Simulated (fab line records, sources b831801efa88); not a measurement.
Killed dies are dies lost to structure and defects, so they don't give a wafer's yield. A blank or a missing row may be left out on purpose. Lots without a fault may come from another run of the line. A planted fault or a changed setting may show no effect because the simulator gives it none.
fab line records | flow sky130
record lots=11 wafers=33 last_day=48
route steps=708 shown LDD_LDN@302 RES_XHIGH@341 SD_N@351 LI_CONTACT@374
lots that met no fault: from a run of the same line without faults
start_h: hours from the record's first day to the start of the lot's first wafer shown | wait_h: hours since the lot's step before | " the same as in the row above | L1.1+2: a row that stands for several wafers | - no value, or no start given | * or withheld: withheld | < > ~ a bound
route shown NAME@n: a module of which the file shows steps, and the number in the route of the first | usual: mean/standard deviation of fault-free wafers | same: alike in all rows | chamber/n: place in a boat | sites: the reading at each site | _std_site: their standard deviation | _edge_site: outer sites' mean less inner sites' | radius_mm: how far each site lies from the wafer's centre | mask NAME#n: copy n | behind: the tool/chamber that last shaped the wafer | hold: why the lot was held/for how many hours/how that ended | device: the transistor (n, p or np) that didn't switch | end of line: the same wafers' tests at the end of the route | a step without rows: its recipe alone | killed: dies lost to structure and defects at the first sort, not the wafer's yield | map: a wafer's dies, x killed, . not, _ none there
set.NAME: the setting as run; set.NAME@STEP: as run at that earlier step | model.NAME: the simulator's own value behind a step, which no gauge read
steps of the route over a sample of lots; a table a step, a row a wafer
services: from which hour (start_h, from the record's first day; less than 0 if before it) a tool's chamber was out of use, for how many hours, and why
## steps
# step SKY_LDD_LDN_TW_MEAS_13
# usual LDD_LDN_TW=1491/9.8
# columns lot.wafer tool chamber start_h wait_h LDD_LDN_TW
L846.4 film_metro-03 - 526.11 0.1 1500
L846.5 " - " " 1495
L846.6 " - " " 1492
L847.4 film_metro-01 - 535.95 0.1 1508
L847.5 " - " " 1503
L847.6 " - " " 1502
L849.1 film_metro-03 - 553.88 0.1 1498
L849.3 " - " " 1489
L849.4 " - " " 1491
L848.1 film_metro-01 - 554.92 0.1 1491
L848.4 " - " " 1500
L848.6 " - " " 1494
L850.3 film_metro-03 - 570.24 0.1 1499
L850.4 " - " " 1492
L850.6 " - " " 1485
L851.1 film_metro-01 - 577.82 0.1 1483
L851.2 " - " " 1489
L851.3 " - " " 1491
L852.1 film_metro-03 - 579.88 0.1 1494
L852.4 " - " " 1510
L852.6 " - " " 1495
L856.2 film_metro-01 - 610.23 0.1 1488
L856.4 " - " " 1502
L856.5 " - " " 1493
L855.1 film_metro-01 - 613.14 0.1 1490
L855.4 " - " " 1496
L855.6 " - " " 1500
L857.1 film_metro-03 - 614.92 0.1 1487
L857.4 " - " " 1486
L857.5 " - " " 1482
L858.3 film_metro-03 - 637.39 0.1 1505
L858.4 " - " " 1499
L858.6 " - " " 1507
# step SKY_RES_XHIGH_TW_MEAS_09
# usual RES_XHIGH_TW=1648/15
# columns lot.wafer tool chamber start_h wait_h RES_XHIGH_TW
L846.4 film_metro-03 - 617.71 0.1 1657
L846.5 " - " " 1659
L846.6 " - " " 1648
L847.4 film_metro-04 - 626.76 0.1 1641
L847.5 " - " " 1645
L847.6 " - " " 1637
L849.1 film_metro-03 - 644.18 0.1 1656
L849.3 " - " " 1657
L849.4 " - " " 1654
L848.1 film_metro-04 - 645.90 0.1 1641
L848.4 " - " " 1642
L848.6 " - " " 1642
L850.3 film_metro-04 - 658.85 0.1 1648
L850.4 " - " " 1643
L850.6 " - " " 1642
L851.1 film_metro-03 - 665.98 0.1 1658
L851.2 " - " " 1654
L851.3 " - " " 1661
L852.1 film_metro-04 - 669.48 0.1 1648
L852.4 " - " " 1644
L852.6 " - " " 1648
L856.2 film_metro-02 - 699.51 0.1 1648
L856.4 " - " " 1653
L856.5 " - " " 1659
L855.1 film_metro-04 - 701.65 0.1 1642
L855.4 " - " " 1648
L855.6 " - " " 1651
L857.1 film_metro-04 - 704.58 0.1 1640
L857.4 " - " " 1645
L857.5 " - " " 1640
L858.3 film_metro-02 - 726.12 0.1 1659
L858.4 " - " " 1658
L858.6 " - " " 1670
# step SKY_SD_N_IMPLANT_09
# recipe species=As energy_kev=50 dose_cm2=4e+15 tilt_deg=0
# usual implant_ion_amu=75/0
# columns lot.wafer tool chamber start_h wait_h implant_ion_amu
L846.4 implanter-02 0 646.07 0.1 75
L846.5 " 0 " " 75
L846.6 " 0 " " 75
L847.4 implanter-04 0 656.31 0.1 75
L847.5 " 0 " " 75
L847.6 " 0 " " 75
L849.1 implanter-02 0 673.00 0.0 75
L849.3 " 0 " " 75
L849.4 " 0 " " 75
L848.1 implanter-04 0 674.70 0.0 75
L848.4 " 0 " " 75
L848.6 " 0 " " 75
L850.3 implanter-02 0 687.44 0.1 75
L850.4 " 0 " " 75
L850.6 " 0 " " 75
L851.1 implanter-02 0 694.19 0.0 75
L851.2 " 0 " " 75
L851.3 " 0 " " 75
L852.1 implanter-02 0 698.24 0.0 75
L852.4 " 0 " " 75
L852.6 " 0 " " 75
L856.2 implanter-04 0 727.57 0.0 49
L856.4 " 0 " " 49
L856.5 " 0 " " 49
L855.1 implanter-04 0 729.10 0.0 49
L855.4 " 0 " " 49
L855.6 " 0 " " 49
L857.1 implanter-04 0 731.75 0.0 49
L857.4 " 0 " " 49
L857.5 " 0 " " 49
L858.3 implanter-02 0 754.05 0.1 49
L858.4 " 0 " " 49
L858.6 " 0 " " 49
# step SKY_SD_N_STRIP_11
# recipe chemistry=O2/N2 power_w=1400 pressure_mtorr=1500 platen_temp_c=withheld o2_flow_sccm=3000 n2_flow_sccm=300 overash_fraction=0.5
# usual drypump_motor_current_A=5.9/0.3 o2_flow_sccm=2999/9 oes_product_au=0.527/0.0047 strip_time_to_endpoint_s=22.56/0.042
# same overash_fraction=0.5
# columns lot.wafer tool chamber start_h wait_h drypump_motor_current_A o2_flow_sccm oes_product_au rf_hours_counter_h strip_time_to_endpoint_s
L846.4 plasma_asher-04 0 646.33 0.1 5.6 3002 0.524 - 22.57
L846.5 " 1 " " 6.1 2985 0.534 - 22.58
L846.6 " 0 " " 5.6 2998 0.521 - 22.52
L847.4 plasma_asher-02 0 656.57 0.1 5.8 2989 0.523 - 22.59
L847.5 " 0 " " 5.8 3004 0.526 - 22.52
L847.6 " 1 " " 6.3 2995 0.524 - 22.58
L849.1 plasma_asher-03 1 673.30 0.1 5.4 3006 0.534 24 22.60
L849.3 " 0 " " 6.1 3003 0.532 - 22.62
L849.4 " 1 " " 5.4 3008 0.519 - 22.60
L848.1 plasma_asher-02 0 675.00 0.1 5.8 3004 0.530 101 22.65
L848.4 " 0 " " 5.9 2992 0.526 - 22.58
L848.6 " 0 " " 5.8 2997 0.526 - 22.58
L850.3 plasma_asher-04 0 687.72 0.1 5.6 3005 0.523 - 22.59
L850.4 " 1 " " 6.1 2995 0.524 - 22.60
L850.6 " 0 " " 5.6 2990 0.526 - 22.57
L851.1 plasma_asher-03 0 694.49 0.1 6.1 3001 0.525 26 22.57
L851.2 " 1 " " 5.4 2996 0.527 26 22.54
L851.3 " 0 " " 6.1 3009 0.529 - 22.59
L852.1 plasma_asher-02 0 698.54 0.1 5.8 2993 0.521 103 22.54
L852.4 " 0 " " 5.8 2998 0.529 - 22.51
L852.6 " 1 " " 6.3 3000 0.525 - 22.54
L856.2 plasma_asher-03 1 727.85 0.1 5.4 2998 0.522 29 23.23
L856.4 " 0 " " 6.1 3010 0.518 - 23.22
L856.5 " 0 " " 6.1 3003 0.528 - 23.22
L855.1 plasma_asher-02 0 729.40 0.1 5.9 2992 0.507 107 23.34
L855.4 " 1 " " 6.3 3000 0.510 - 23.40
L855.6 " 0 " " 5.9 3004 0.516 - 23.37
L857.1 plasma_asher-03 1 732.05 0.1 5.4 2996 0.519 30 23.30
L857.4 " 1 " " 5.4 2998 0.513 - 23.31
L857.5 " 1 " " 5.4 2992 0.524 - 23.32
L858.3 plasma_asher-02 0 754.33 0.1 5.8 3001 0.515 - 23.36
L858.4 " 1 " " 6.3 2980 0.516 - 23.31
L858.6 " 1 " " 6.3 3005 0.517 - 23.27
# step SKY_SD_N_TW_MEAS_12
# usual SD_N_TW=4014/39
# columns lot.wafer tool chamber start_h wait_h SD_N_TW
L846.4 film_metro-04 - 646.43 0.1 3977
L846.5 " - " " 3958
L846.6 " - " " 3977
L847.4 film_metro-04 - 656.67 0.1 3980
L847.5 " - " " 3994
L847.6 " - " " 3982
L849.1 film_metro-02 - 673.40 0.1 4032
L849.3 " - " " 4026
L849.4 " - " " 4034
L848.1 film_metro-04 - 675.10 0.1 4019
L848.4 " - " " 4002
L848.6 " - " " 4011
L850.3 film_metro-04 - 687.81 0.1 4001
L850.4 " - " " 3969
L850.6 " - " " 3997
L851.1 film_metro-02 - 694.59 0.1 4020
L851.2 " - " " 4010
L851.3 " - " " 4024
L852.1 film_metro-02 - 698.64 0.1 4032
L852.4 " - " " 4028
L852.6 " - " " 4027
L856.2 film_metro-03 - 727.96 0.1 3746
L856.4 " - " " 3736
L856.5 " - " " 3749
L855.1 film_metro-03 - 729.50 0.1 3757
L855.4 " - " " 3747
L855.6 " - " " 3753
L857.1 film_metro-03 - 732.15 0.1 3743
L857.4 " - " " 3752
L857.5 " - " " 3736
L858.3 film_metro-02 - 754.42 0.1 3838
L858.4 " - " " 3845
L858.6 " - " " 3829
# step SKY_SD_N_RS_MEAS_16
# recipe thk_meas_gauge=four-point-probe
# usual SD_N_RS=68.52/0.17
# columns lot.wafer tool chamber start_h wait_h SD_N_RS[ohm/sq]
L846.4 film_metro-02 - 646.75 0.1 68.56
L846.5 " - " " 68.64
L846.6 " - " " 68.45
L847.4 film_metro-04 - 656.98 0.1 68.36
L847.5 " - " " 68.12
L847.6 " - " " 68.29
L849.1 film_metro-04 - 673.68 0.1 68.49
L849.3 " - " " 68.42
L849.4 " - " " 68.31
L848.1 film_metro-02 - 675.38 0.1 68.68
L848.4 " - " " 68.71
L848.6 " - " " 68.70
L850.3 film_metro-02 - 688.11 0.1 68.52
L850.4 " - " " 68.70
L850.6 " - " " 68.65
L851.1 film_metro-03 - 694.87 0.1 68.32
L851.2 " - " " 68.59
L851.3 " - " " 68.65
L852.1 film_metro-02 - 698.92 0.1 68.53
L852.4 " - " " 68.51
L852.6 " - " " 68.66
L856.2 film_metro-02 - 728.31 0.1 -
L856.4 " - " " -
L856.5 " - " " -
L855.1 film_metro-04 - 729.78 0.1 -
L855.4 " - " " -
L855.6 " - " " -
L857.1 film_metro-04 - 732.43 0.1 -
L857.4 " - " " -
L857.5 " - " " -
L858.3 film_metro-03 - 754.72 0.1 -
L858.4 " - " " -
L858.6 " - " " -
# step SKY_LI_CONTACT_CD_MEAS_12
# recipe target_cd_nm=170
# usual cd_nm=169.9/1.5
# columns lot.wafer tool chamber start_h wait_h cd_nm
L846.4 cd_sem-02 - 676.16 - 172.7
L846.5 " - " " 171.5
L846.6 " - " " 170.6
L847.4 cd_sem-02 - 686.75 - 169.8
L847.5 " - " " 169.6
L847.6 " - " " 168.7
L849.1 cd_sem-02 - 702.43 - 170.4
L849.3 " - " " 170.8
L849.4 " - " " 170.9
L848.1 cd_sem-01 - 704.85 - 171.2
L848.4 " - " " 170.0
L848.6 " - " " 170.3
L850.3 cd_sem-01 - 716.48 - 169.6
L850.4 " - " " 169.1
L850.6 " - " " 169.2
L851.1 cd_sem-01 - 723.29 - 168.8
L851.2 " - " " 168.5
L851.3 " - " " 167.7
L852.1 cd_sem-01 - 727.51 - 168.3
L852.4 " - " " 170.1
L852.6 " - " " 169.9
L856.2 cd_sem-02 - 756.91 - 169.9
L856.4 " - " " 171.8
L856.5 " - " " 172.1
L855.1 cd_sem-01 - 758.38 - 169.9
L855.4 " - " " 170.6
L855.6 " - " " 171.3
L857.1 cd_sem-02 - 761.48 - 172.0
L857.4 " - " " 172.2
L857.5 " - " " 171.9
L858.3 cd_sem-01 - 782.74 - 172.7
L858.4 " - " " 171.5
L858.6 " - " " 171.3
## services
# columns tool chamber start_h hours kind
plasma_asher-04 - 651.72 14.6 pm
implanter-02 - 692.66 0.6 repair
implanter-02 - 703.57 5.1 repair
implanter-04 - 719.30 4.2 pm
plasma_asher-04 - 727.28 3.2 repair
plasma_asher-02 - 730.24 5.4 repair
implanter-02 - 735.16 2.2 pm
plasma_asher-02 - 735.64 9.0 pm
plasma_asher-02 0 735.64 9.0 vent_cycle
plasma_asher-02 1 735.64 9.0 vent_cycle
plasma_asher-04 - 737.59 2.2 repair
plasma_asher-02 0 744.64 - clean
plasma_asher-02 1 744.64 - clean
## key
first_sign step=SKY_SD_N_IMPLANT_09 reading=implant_ion_amu direction=down sigmas=99+ usual=75 struck=49
effect step=SKY_SD_N_STRIP_11 reading=strip_time_to_endpoint_s direction=up sigmas=18 usual=* struck=*
effect step=SKY_SD_N_TW_MEAS_12 reading=SD_N_TW direction=down sigmas=6.3 usual=4014 struck=3769
effect step=SKY_SD_N_RS_MEAS_16 reading=SD_N_RS direction=missing
met_at SKY_SD_N_IMPLANT_09
struck_lots L855,L856,L857,L858
sort_left_out L855.1,L855.4,L855.6,L856.2,L856.4,L856.5,L857.1,L857.4,L857.5,L858.3,L858.4,L858.6
tester_left_out L855,L856,L857,L858
not_acting_at SKY_LDD_LDN_TW_MEAS_13,SKY_RES_XHIGH_TW_MEAS_09,SKY_LI_CONTACT_CD_MEAS_12
onset_between 698.24 727.57
fault kind=wrong_recipe_download tool=implanter-01,implanter-02,implanter-04 chamber=- onset_h=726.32 steps=SKY_SD_N_IMPLANT_09 wrong_recipe.not_listed=1
# tester_left_out: of these lots the tester's yield and bins aren't shown, on N5 and GAA mostly nor the transistor test; their killed dies are dies lost to structure and defects alone, not to doping, threshold or leakage, so they don't give the yield
# sort_left_out: the simulated sort isn't trusted on such a fault, so these wafers' sort isn't shown, and their yield isn't known
